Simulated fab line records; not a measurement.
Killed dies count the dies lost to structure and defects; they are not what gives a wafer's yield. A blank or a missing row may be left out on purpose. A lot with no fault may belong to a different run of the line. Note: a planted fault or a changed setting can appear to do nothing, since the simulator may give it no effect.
Problem report in the 8D (eight disciplines) form, filled by code / flow gf180mcu / the parts of the form that need people (team, actions taken, sign-off) are left out

1. THE PROBLEM
At GF_SALICIDE_RTA_08, wafer_temp_C_max averages 723.6 over 6 wafers from 2 lots, while fault-free wafers read 803.3, standard deviation 0.91. That is -88 standard deviations from the usual mean.
The step: time 30 s.
Seen first at day 19 11:19 on rtp-anneal-01, wafer L971.1. At this step, 42 wafers from 14 lots have a number in the record. The rule behind "out" and "out of limits": a value lying over 4 standard deviations away from the usual mean. Any other wafer with a number is counted as sound.

2. WHAT THIS IS AND IS NOT
question=which readings at this step | is=wafer_temp_C_max | is not=-
question=which lots | is=L971, L972 | is not=L959, L961, L962, L963, L964, L966, L969, L970, L978, L979, L981, L982
question=which wafers of those lots | is=all that have a number | is not=-
question=read on which tools | is=rtp-anneal-01 | is not=rtp-anneal-02
question=when | is=from day 19 11:19 | is not=up to then (24 sound wafers); but 12 sound wafers of L978, L979, L981, L982 came after

3. WHAT RULES OUT EACH SUSPECT
Counting: a tool stays on the suspect list if, at a process step up to the reading, it processed all lots that are out and no sound lot following the first of them.
- rtp-anneal-01 at GF_SALICIDE_RTA_08 (time 30 s): ruled out as a lasting fault. Following L971 (day 19 11:19), the first lot on it that is out, the sound lots L982 were run on it.
Left after counting: nothing in the record.

4. THE CAUSE (what the simulator had put in)
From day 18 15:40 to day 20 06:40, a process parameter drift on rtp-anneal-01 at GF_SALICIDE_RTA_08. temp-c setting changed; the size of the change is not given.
Counting ruled it out, wrongly.

5. THE CHAIN OF EFFECTS, in route order
One row per reading whose mean, taken over the struck wafers that have a number, lies over 3 standard deviations from the usual. Scope: only readings with a usual standard deviation given in the record; hours: median across lots of the time from each lot's start at the first step in this table that gives one to its start at this step; sigmas: change in usual standard deviations.
hours=0; step=GF_SALICIDE_RTA_08; reading=lamp-power-pct; usual=16.6 %; on struck wafers=11.9; change=-4.7; sigmas=-3.6
hours=0; step=GF_SALICIDE_RTA_08; reading=wafer_temp_C_max; usual=803.3; on struck wafers=723.6; change=-79.7; sigmas=-88
It contains these process steps:
- GF_SALICIDE_RTA_08: time 30 s.
Later measuring or inspecting steps at which every struck wafer that the step has a row for has a number for every such reading, and none has moved that far: GF_CONTACT_OVL_MEAS_15.

6. HOW IT WOULD HAVE BEEN CAUGHT EARLIER
The fault began at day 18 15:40; the first out-of-limits reading in this record came at day 19 11:19, 20 hours later.
